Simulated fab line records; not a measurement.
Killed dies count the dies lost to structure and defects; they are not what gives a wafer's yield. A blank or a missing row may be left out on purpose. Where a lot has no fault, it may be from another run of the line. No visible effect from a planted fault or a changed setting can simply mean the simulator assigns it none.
fab line records	flow sky130
[record] lots = 6	wafers = 18	last-day = 50
route steps=708 shown METAL2@504 VIA2@507 PAD_OPEN@708
lots untouched by any fault: they come from a run of this same line in which no faults occurred
start-h: hours from the record's first day to the start of the lot's first wafer shown	wait-h: how many hours have passed since the lot's step before this one	" the same as in the row above	L1.1+2: a row that stands for several wafers	- no value, or no start given	* or withheld: withheld	< > ~ a bound
route shown NAME@n: a module of which the file shows steps, and the number in the route of the first	usual: mean/standard deviation taken from wafers without a fault	same: alike in all rows	chamber/n: place in a boat	sites: per-site readings	_std_site: standard deviation across them	_edge_site: outer sites' mean less inner sites'	radius-mm: for every site, how far away it sits from the centre of the wafer	mask NAME#n: copy n	behind: the most recent tool/chamber to have shaped the wafer	hold: why the lot went on hold/how many hours it stayed there/how the hold came to an end	device: the n, p or np transistor that did not switch	end of line: tests run on the same wafers once the route is complete	a step given without rows: its recipe and nothing more	killed: dies lost to structure and defects at the first sort, not the wafer's yield	map: a wafer's dies, x killed, . not, _ none there
set.NAME: the run value of the setting; set.NAME@STEP: its run value at that earlier step	model.NAME: the simulator's own value behind a step, which no gauge read
lots seen at some steps along the route; tables by step, rows by wafer
services: from which hour (start-h, from the record's first day; less than 0 if before it) a tool's chamber was out of use, for how many hours, and why
[[steps]]
[step SKY_METAL2_STRIP_21]
[recipe] chemistry = post-etch-residue-remover	time-s = 1200	temp-c = 72.5
[step SKY_METAL2_CLEAN_22]
[recipe] chemistry = IPA	time-s = 180	temp-c = 25
[step SKY_METAL2_CLEAN_23]
[recipe] chemistry = O3/DIW	dry = n2-spin
[step SKY_VIA2_HDPCVD_00]
[recipe] material = SiO2	target-thk-nm = 1180	sigma-open-frac = 0.3	time-s = 196.7	temp-c = 400	sih4-flow-sccm = 60	pressure-mtorr = 6
[step SKY_VIA2_THK_MEAS_01]
[recipe] reads = SiO2_of_VIA2_HDPCVD_00
[usual] VIA2_HDPCVD_THK = 1173/14
lot.wafer	tool	chamber	start-h	wait-h	VIA2_HDPCVD_THK[nm]
L577.1	film-metro-01	-	833.75	0.1	1179
L577.3	"	-	"	"	1223
L577.4	"	-	"	"	1195
L581.2	film-metro-03	-	854.85	0.1	1167
L581.4	"	-	"	"	1185
L581.5	"	-	"	"	1169
L587.3	film-metro-03	-	917.62	0.1	1173
L587.4	"	-	"	"	1170
L587.5	"	-	"	"	1173
L590.2	film-metro-01	-	937.21	0.1	1181
L590.3	"	-	"	"	1172
L590.4	"	-	"	"	1179
L595.2	film-metro-01	-	965.39	0.1	1161
L595.4	"	-	"	"	1169
L595.6	"	-	"	"	1166
L599.2	film-metro-04	-	986.73	0.1	1167
L599.4	"	-	"	"	1167
L599.6	"	-	"	"	1158
[step SKY_VIA2_CMP_02]
[recipe] material = SiO2	down-force-psi = 4	platen-rpm = 60	pad-velocity-m-s = 0.94248
[usual] motor-current-A = 12.2/0.93	retaining-ring-pressure-frac = 0.999/0.0053
lot.wafer	tool	chamber	start-h	wait-h	motor-current-A	retaining-ring-pressure-frac
L577.1	cmp-01	1	833.86	0.1	11.4	1.004
L577.4	"	2	"	"	13.3	0.999
L577.3	"	3	"	"	10.7	1.005
L581.4	cmp-02	3	854.95	0.1	12.2	0.990
L581.2	"	1	"	"	11.6	0.998
L581.5	"	3	"	"	12.8	1.006
L587.3	cmp-02	0	917.69	0.1	11.5	1.007
L587.4	"	1	"	"	11.9	0.995
L587.5	"	1	"	"	12.1	1.000
L590.4	cmp-01	1	937.31	0.1	11.7	1.005
L590.2	"	2	"	"	13.7	1.005
L590.3	"	3	"	"	10.6	1.001
L595.2	cmp-02	0	965.54	0.1	11.8	0.993
L595.4	"	1	"	"	11.9	1.001
L595.6	"	1	"	"	12.0	0.998
L599.4	cmp-02	2	986.78	0.0	13.0	1.000
L599.2	"	0	"	"	12.2	1.001
L599.6	"	2	"	"	13.9	0.995
[step SKY_VIA2_BOW_MEAS_03]
[recipe] mode = bow
[usual] VIA2_BOW = 87/7.9
lot.wafer	tool	chamber	start-h	wait-h	VIA2_BOW[um]
L577.1	film-metro-04	-	834.11	0.2	93
L577.3	"	-	"	"	89
L577.4	"	-	"	"	90
L581.2	film-metro-03	-	855.22	0.1	79
L581.4	"	-	"	"	90
L581.5	"	-	"	"	87
L587.3	film-metro-03	-	918.03	0.3	91
L587.4	"	-	"	"	111
L587.5	"	-	"	"	90
L590.2	film-metro-04	-	937.58	0.2	85
L590.3	"	-	"	"	88
L590.4	"	-	"	"	91
L595.2	film-metro-04	-	965.86	0.3	73
L595.4	"	-	"	"	92
L595.6	"	-	"	"	89
L599.2	film-metro-01	-	987.10	0.2	87
L599.4	"	-	"	"	96
L599.6	"	-	"	"	94
[step SKY_VIA2_DEHYDRATE_04]
[recipe] temp-c = 200	time-s = 60
[step SKY_VIA2_HMDS_05]
[recipe] prime-time-s = 60	prime-temp-c = 120
[step SKY_VIA2_COAT_06]
[recipe] resist = BARC	temp-c = withheld	time-s = withheld	spin-rpm = 3000	resist-thk-nm = 60
[step SKY_VIA2_COAT_07]
[recipe] resist = KrF-thick	spin-rpm = 3000	resist-thk-nm = 450
[step SKY_VIA2_SOFTBAKE_08]
[recipe] temp-c = 100	time-s = 90	resist = KrF-thick
[step SKY_VIA2_EXPOSE_09]
[recipe] mask-id = VIM2	na = 0.8	source-shape = annular	sigma-inner = 0.55	sigma-outer = 0.85	target-cd-nm = 200	dose-mj = 38
lot.wafer	tool	chamber	start-h	wait-h	mask	model.VIA2.overlay-x-nm
L577.1+3+4	krf-scanner-02	0	846.88	-	VIM2#0	2.004
L581.2+4+5	krf-scanner-01	0	867.94	-	VIM2#0	-1.557
L587.3+4+5	krf-scanner-01	0	929.65	-	VIM2#0	34.67
L590.2+3+4	krf-scanner-01	0	949.28	-	VIM2#0	38.43
L595.2+4+6	krf-scanner-02	0	977.33	-	VIM2#0	-10.06
L599.2+4+6	krf-scanner-02	0	998.67	-	VIM2#0	-7.802
[step SKY_VIA2_PEB_10]
[recipe] peb-temp-c = withheld	peb-time-s = withheld	resist = KrF-thick
[step SKY_VIA2_DEVELOP_11]
[recipe] develop-time-s = 60	resist = KrF-thick	dev-temp-c = 21
[step SKY_VIA2_CD_MEAS_12]
[recipe] target-cd-nm = 200
[usual] cd-nm = 199.8/1.6
lot.wafer	tool	chamber	start-h	wait-h	cd-nm
L577.1	cd-sem-02	-	860.09	-	200.3
L577.3	"	-	"	"	198.9
L577.4	"	-	"	"	202.0
L581.2	cd-sem-02	-	880.95	-	201.4
L581.4	"	-	"	"	199.2
L581.5	"	-	"	"	200.6
L587.3	cd-sem-01	-	942.18	-	199.1
L587.4	"	-	"	"	200.8
L587.5	"	-	"	"	199.0
L590.2	cd-sem-01	-	961.31	-	200.2
L590.3	"	-	"	"	200.9
L590.4	"	-	"	"	199.4
L595.2	cd-sem-01	-	989.91	-	202.2
L595.4	"	-	"	"	200.8
L595.6	"	-	"	"	199.3
L599.2	cd-sem-01	-	1009.70	-	198.9
L599.4	"	-	"	"	199.6
L599.6	"	-	"	"	198.3
[step SKY_VIA2_OVL_MEAS_13]
[usual] VIA2_OVL = -3/4.8
lot.wafer	tool	chamber	start-h	wait-h	VIA2_OVL[nm]
L577.1	overlay-01	-	860.21	0.1	-6
L577.3	"	-	"	"	-2
L577.4	"	-	"	"	-1
L581.2	overlay-02	-	881.06	0.1	-13
L581.4	"	-	"	"	-9
L581.5	"	-	"	"	-6
L587.3	overlay-01	-	942.28	0.1	33
L587.4	"	-	"	"	32
L587.5	"	-	"	"	33
L590.2	overlay-02	-	961.42	0.1	34
L590.3	"	-	"	"	35
L590.4	"	-	"	"	35
L595.2	overlay-02	-	990.02	0.1	-8
L595.4	"	-	"	"	-13
L595.6	"	-	"	"	-11
L599.2	overlay-01	-	1009.80	0.1	-11
L599.4	"	-	"	"	-9
L599.6	"	-	"	"	-2
[step SKY_VIA2_ETCH_14]
[recipe] chemistry = N2/H2	target = BARC	ion-energy-ev = 200	source-w = 500	bias-w = 100	pressure-mtorr = 30	n2-flow-sccm = 100	h2-flow-sccm = 200	stop-on = SiO2	time-s = 45.9	target-depth-a = 600
[usual] chamber-pressure-mTorr = 30.000/0.028	drypump-motor-current-A = 5.4/0.44	n2-flow-sccm = 100.01/0.28	oes-product-au = 0.854/0.0046	throttle-valve-pct = 13.224/0.0091
[same] time-s = 45.9
lot.wafer	tool	chamber	start-h	wait-h	chamber-pressure-mTorr	drypump-motor-current-A	n2-flow-sccm	oes-product-au	rf-hours-counter-h	throttle-valve-pct
L577.1	rie-diel-01	0	860.25	0.0	30.027	5.8	100.11	0.849	26	13.251
L577.3	"	2	"	"	30.001	4.8	99.92	0.851	1	13.222
L577.4	"	1	"	"	30.015	5.6	100.20	0.849	25	13.207
L581.2	rie-diel-01	2	881.09	0.0	30.011	4.8	99.85	0.858	2	13.219
L581.4	"	1	"	"	30.014	5.7	99.61	0.861	26	13.214
L581.5	"	0	"	"	29.994	5.8	100.03	0.853	-	13.232
L587.3	rie-diel-03	3	942.30	0.0	30.006	5.1	100.14	0.853	9	13.217
L587.4	"	2	"	"	30.013	4.8	99.91	0.851	17	13.223
L587.5	"	2	"	"	30.021	4.8	99.71	0.858	-	13.219
L590.2	rie-diel-03	2	961.45	0.0	30.033	4.9	100.22	0.849	18	13.229
L590.3	"	0	"	"	29.974	5.8	99.69	0.840	16	13.230
L590.4	"	1	"	"	29.991	5.2	99.77	0.853	14	13.239
L595.2	rie-diel-03	3	990.05	0.0	29.970	5.1	99.61	0.849	10	13.229
L595.4	"	0	"	"	30.013	5.8	100.08	0.852	17	13.219
L595.6	"	0	"	"	30.001	5.8	100.39	0.850	-	13.229
L599.2	rie-diel-02	3	1009.83	0.0	30.041	5.4	99.99	0.860	18	13.229
L599.4	"	0	"	"	29.992	5.9	99.85	0.853	13	13.216
L599.6	"	3	"	"	29.995	5.4	99.79	0.851	-	13.214
[step SKY_PAD_OPEN_PROBE_99]
[usual] defect-limited-yield = 82.4/1.7	killed_at_M0_to_M3 = 44/6.9	killed_at_M4_up = 3.3/1.7	killed-at-contacts = 24/4.7	killed-at-front-end = 15/4.5	killed-at-other = 0.2/0.49	killed-dies = 86/8.4	killed-on-rim = 17/4.2	killed-open = 47/6.5	killed-short = 39/6	sort_bin_3_pad_short = 0.9/0.4	sort_bin_5_function = 10.4/1.5	sort_bin_6_memory = 6.3/1	sort-n-pass = 406/8.4	sort-yield-pct = 82.4/1.7
[same] gross-dies = 492	killed-at-back-side = 0	sort_bin_4_leakage[%] = 0	sort_bin_8_speed[%] = 0
lot.wafer	tool	chamber	start-h	wait-h	defect-limited-yield[%]	killed_at_M0_to_M3	killed_at_M4_up	killed-at-contacts	killed-at-front-end	killed-at-other	killed-dies	killed-on-rim	killed-open	killed-short	sort_bin_3_pad_short[%]	sort_bin_5_function[%]	sort_bin_6_memory[%]	sort-n-pass	sort-yield-pct[%]
L577.1	prober-01	-	1084.43	0.1	79.3	50	5	32	13	2	102	17	58	44	0.6	13.0	7.1	390	79.3
L577.3	prober-01	-	1084.53	0.2	82.1	47	2	23	16	0	88	20	55	33	1.0	9.8	7.1	404	82.1
L577.4	prober-01	-	1084.58	0.2	82.5	39	1	33	13	0	86	18	50	36	1.2	8.7	7.5	406	82.5
L581.2	prober-02	-	1101.73	0.1	85.4	30	1	25	16	0	72	14	36	36	1.0	8.7	4.9	420	85.4
L581.4	prober-02	-	1101.83	0.2	83.9	37	5	19	18	0	79	14	45	34	0.2	9.1	6.7	413	83.9
L581.5	prober-02	-	1101.88	0.2	82.3	44	2	27	14	0	87	16	44	43	0.4	10.6	6.7	405	82.3
L587.3	prober-01	-	1147.56	0.2	79.7	55	2	20	23	0	100	13	54	46	1.2	12.8	6.3	392	79.7
L587.4	prober-01	-	1147.61	0.2	81.1	45	3	29	16	0	93	19	50	41	0.6	11.6	6.7	399	81.1
L587.5	prober-01	-	1147.66	0.2	82.5	48	1	22	15	0	86	18	49	37	0.8	12.4	4.3	406	82.5
L590.2	prober-01	-	1162.40	0.1	82.9	44	4	16	19	1	84	23	47	37	0.2	9.8	7.1	408	82.9
L590.3	prober-01	-	1162.45	0.2	82.7	53	3	22	7	0	85	20	43	42	1.2	9.3	6.7	407	82.7
L590.4	prober-01	-	1162.50	0.2	80.1	48	3	33	13	1	98	20	52	46	0.8	12.2	6.9	394	80.1
L595.2	prober-02	-	1183.98	0.1	83.7	46	1	23	10	0	80	15	41	39	1.8	8.7	5.7	412	83.7
L595.4	prober-02	-	1184.08	0.2	79.5	53	3	25	20	0	101	17	60	41	0.8	12.0	7.7	391	79.5
L595.6	prober-02	-	1184.18	0.2	78.0	52	7	35	14	0	108	18	60	48	1.6	12.8	7.5	384	78.0
L599.2	prober-01	-	1196.93	0.1	80.1	52	2	28	16	0	98	21	59	39	1.2	10.6	8.1	394	80.1
L599.4	prober-01	-	1197.03	0.2	81.5	51	5	21	14	0	91	16	53	38	1.0	10.6	6.9	401	81.5
L599.6	prober-01	-	1197.13	0.2	80.9	54	7	15	17	1	94	20	38	56	0.8	11.0	7.3	398	80.9
// killed by level:class
L577.1 VIA1:geometric-particle:open=18 LI_CONTACT:geometric-particle:open=9 CONTACT:geometric-particle:short=8 CONTACT:geometric-particle:open=8 VIA3:geometric-particle:open=7 METAL2:geometric-particle:short=5 VIA2:geometric-particle:open=5 LI_CONTACT:geometric-particle:short=4
L577.3 VIA1:geometric-particle:open=14 CONTACT:geometric-particle:open=11 FIELD_ISO:geometric-particle:open=8 VIA2:geometric-particle:open=7 CONTACT:geometric-particle:short=5 VIA1:geometric-particle:short=5 METAL2:geometric-particle:short=5 LI_CONTACT:geometric-particle:open=4
L577.4 CONTACT:geometric-particle:open=12 VIA1:geometric-particle:open=11 VIA1:geometric-particle:short=8 LI_CONTACT:geometric-particle:open=8 LI_CONTACT:geometric-particle:short=8 VIA3:geometric-particle:open=7 METAL1:geometric-particle:open=4 FIELD_ISO:geometric-particle:open=3
L581.2 LI_CONTACT:geometric-particle:open=7 CONTACT:geometric-particle:open=7 METAL2:geometric-particle:short=7 FIELD_ISO:geometric-particle:open=5 VIA3:geometric-particle:open=5 LOCAL_INTERCONNECT:geometric-particle:short=4 METAL1:geometric-particle:short=4 VIA3:geometric-particle:short=4
L581.4 VIA1:geometric-particle:open=11 CONTACT:geometric-particle:open=8 FIELD_ISO:geometric-particle:short=7 VIA2:geometric-particle:open=5 VIA3:geometric-particle:open=5 POLY_GATE:geometric-particle:open=4 LI_CONTACT:geometric-particle:open=4 METAL1:geometric-particle:short=4
L581.5 CONTACT:geometric-particle:open=9 LI_CONTACT:geometric-particle:open=7 METAL2:geometric-particle:short=7 FIELD_ISO:geometric-particle:open=6 VIA1:geometric-particle:short=5 METAL3:geometric-particle:short=5 VIA3:geometric-particle:open=5 LOCAL_INTERCONNECT:geometric-particle:short=4
L587.3 VIA1:geometric-particle:open=13 LI_CONTACT:geometric-particle:open=11 METAL1:geometric-particle:short=9 FIELD_ISO:geometric-particle:open=7 FIELD_ISO:geometric-particle:short=6 METAL2:geometric-particle:short=6 VIA3:geometric-particle:open=6 VIA1:geometric-particle:short=5
L587.4 CONTACT:geometric-particle:open=12 LI_CONTACT:geometric-particle:open=9 VIA2:geometric-particle:open=9 FIELD_ISO:geometric-particle:short=7 METAL1:geometric-particle:short=6 LOCAL_INTERCONNECT:geometric-particle:short=5 VIA1:geometric-particle:open=5 METAL2:geometric-particle:short=5
L587.5 LI_CONTACT:geometric-particle:open=10 VIA1:geometric-particle:open=10 VIA3:geometric-particle:open=8 VIA3:geometric-particle:short=7 VIA2:geometric-particle:open=6 FIELD_ISO:geometric-particle:open=4 CONTACT:geometric-particle:open=4 METAL2:geometric-particle:short=4
L590.2 VIA1:geometric-particle:open=10 POLY_GATE:geometric-particle:open=7 CONTACT:geometric-particle:open=7 METAL1:geometric-particle:short=6 LI_CONTACT:geometric-particle:short=5 VIA3:geometric-particle:short=5 VIA2:geometric-particle:open=5 FIELD_ISO:geometric-particle:open=4
L590.3 VIA1:geometric-particle:open=15 METAL1:geometric-particle:short=10 VIA3:geometric-particle:open=7 LOCAL_INTERCONNECT:geometric-particle:short=6 CONTACT:geometric-particle:open=5 METAL2:geometric-particle:short=5 VIA2:geometric-particle:open=5 LI_CONTACT:geometric-particle:open=4
L590.4 LI_CONTACT:geometric-particle:open=10 CONTACT:geometric-particle:open=10 METAL1:geometric-particle:short=10 VIA1:geometric-particle:open=8 VIA2:geometric-particle:open=7 VIA1:geometric-particle:short=6 FIELD_ISO:geometric-particle:short=5 LI_CONTACT:geometric-particle:short=5
L595.2 CONTACT:geometric-particle:open=11 VIA2:geometric-particle:short=10 VIA2:geometric-particle:open=7 VIA1:geometric-particle:open=7 LI_CONTACT:geometric-particle:open=6 CONTACT:geometric-particle:short=4 METAL2:geometric-particle:short=4 METAL3:geometric-particle:short=4
L595.4 CONTACT:geometric-particle:open=14 VIA1:geometric-particle:open=12 FIELD_ISO:geometric-particle:open=7 VIA3:geometric-particle:open=7 VIA2:geometric-particle:short=7 METAL2:geometric-particle:short=6 FIELD_ISO:geometric-particle:short=5 VIA1:geometric-particle:short=5
L595.6 CONTACT:geometric-particle:open=16 VIA1:geometric-particle:open=16 LI_CONTACT:geometric-particle:open=8 METAL4:geometric-particle:short=7 METAL1:geometric-particle:short=6 FIELD_ISO:geometric-particle:open=5 LI_CONTACT:geometric-particle:short=5 METAL2:geometric-particle:short=5
L599.2 VIA1:geometric-particle:open=17 CONTACT:geometric-particle:open=11 VIA2:geometric-particle:open=8 POLY_GATE:geometric-particle:short=7 VIA3:geometric-particle:open=7 CONTACT:geometric-particle:short=6 VIA1:geometric-particle:short=6 LI_CONTACT:geometric-particle:short=5
L599.4 VIA2:geometric-particle:open=10 VIA3:geometric-particle:open=10 VIA1:geometric-particle:open=9 CONTACT:geometric-particle:open=8 VIA1:geometric-particle:short=7 POLY_GATE:geometric-particle:short=4 FIELD_ISO:geometric-particle:open=4 METAL1:geometric-particle:open=4
L599.6 VIA1:geometric-particle:open=8 METAL2:geometric-particle:short=8 METAL1:geometric-particle:short=8 METAL3:geometric-particle:short=7 METAL4:geometric-particle:short=6 VIA2:geometric-particle:short=6 POLY_GATE:geometric-particle:open=5 CONTACT:geometric-particle:open=5
[[services]]
tool	chamber	start-h	hours	kind
cmp-02	-	816.00	2.7	repair
cmp-01	-	818.78	0.4	repair
krf-scanner-01	-	829.66	0.1	repair
krf-scanner-01	-	831.53	0.2	repair
rie-diel-01	-	834.08	14.6	pm
krf-scanner-02	-	849.42	0.8	pm
cmp-01	-	850.89	0.9	repair
krf-scanner-01	-	853.60	4.4	pm
krf-scanner-01	-	885.44	1.0	pm
rie-diel-01	1	888.23	8.4	repair
krf-scanner-01	-	890.72	3.6	pm
rie-diel-03	2	891.52	23.6	repair
cmp-01	-	912.27	4.0	pm
cmp-02	-	930.40	5.5	repair
krf-scanner-02	-	934.47	1.3	pm
cmp-02	-	935.95	4.3	pm
krf-scanner-01	-	937.05	1.3	pm
rie-diel-03	3	948.94	1.9	repair
krf-scanner-01	-	960.36	0.8	pm
rie-diel-03	3	961.84	12.6	repair
krf-scanner-01	-	970.39	0.3	repair
krf-scanner-02	-	974.66	1.0	pm
krf-scanner-01	-	979.48	4.0	pm
cmp-02	-	1000.46	11.7	pm
[[key]]
[first-sign] step = SKY_VIA2_OVL_MEAS_13	reading = VIA2_OVL	direction = up	sigmas = 7.6	usual = -3	struck = 34
effect none on later readings
[model-effect] step = SKY_VIA2_EXPOSE_09	value = VIA2.overlay-x-nm	without = -3.9	struck = 36.55
met-at SKY_VIA2_EXPOSE_09
struck-wafers L587.3,L587.4,L587.5,L590.2,L590.3,L590.4
onset-between 867.94 929.65
[fault] kind = scanner-matching-overlay	tool = krf-scanner-01	chamber = -	onset-h = 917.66	steps = SKY_VIA2_EXPOSE_09	offset = 40.447
